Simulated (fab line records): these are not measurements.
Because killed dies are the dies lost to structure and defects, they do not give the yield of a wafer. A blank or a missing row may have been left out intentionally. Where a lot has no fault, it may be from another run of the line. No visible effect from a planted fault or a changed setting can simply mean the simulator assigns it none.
The tool behind it: which one? | flow sky130 | at 1 step of a route of 708, 12 lots with 36 wafers sampled

== WHAT THE GAUGES READ, wafer by wafer ==
SKY_POLY_GATE_THK_MEAS_21.
lot  | measured     | on            | POLY_GATE_OXIDATION_THK (nm)
L075 | day 17 02:05 | film metro-04 | 4.03 4.02 4.07
L077 | day 17 17:38 | film metro-02 | 3.85 3.91 3.90
L079 | day 18 07:19 | film metro-04 | 4.05 4.07 4.02
L081 | day 19 01:52 | film metro-04 | 3.89 3.94 3.88
L083 | day 19 20:49 | film metro-02 | 4.07 4.00 4.02
L085 | day 20 15:41 | film metro-04 | 3.92 3.80 3.80
L087 | day 21 09:08 | film metro-02 | 3.92 3.96 3.96
L089 | day 22 03:57 | film metro-04 | 3.91 3.82 3.94
L091 | day 22 23:27 | film metro-03 | 3.85 4.00 3.85
L093 | day 23 12:31 | film metro-03 | 3.95 3.91 4.10
L095 | day 24 04:10 | film metro-04 | 3.97 4.00 4.00
L097 | day 24 13:50 | film metro-03 | 4.00 4.01 3.94

== WHAT TOOL EACH LOT RAN ON (gives the tool, then ch and the chambers of the sampled wafers, and finally the start) ==
There is no process step in the record ahead of these readings.

== THE ANSWER, worked out from the rows above alone ==
Rule: usual is defined by the lots themselves. The widest of any qualifying gaps counts: lots, ordered by their means at a reading, are off when they make up no more than a third of the lots, leave a main group of 4 or more, and stand apart from it by 3 or more times the standard deviation of that group's means. A main group whose means are all the same, to the digits that the tables above print for the reading, isn't used. A lot without any number at a reading at which 4 lots or more have one is off too. Where the step has rows for the other lots, those lots are counted as sound.
Nothing can be told from this: no lot is off at any reading shown.

== WHAT THE SIMULATOR HAD INSERTED ==
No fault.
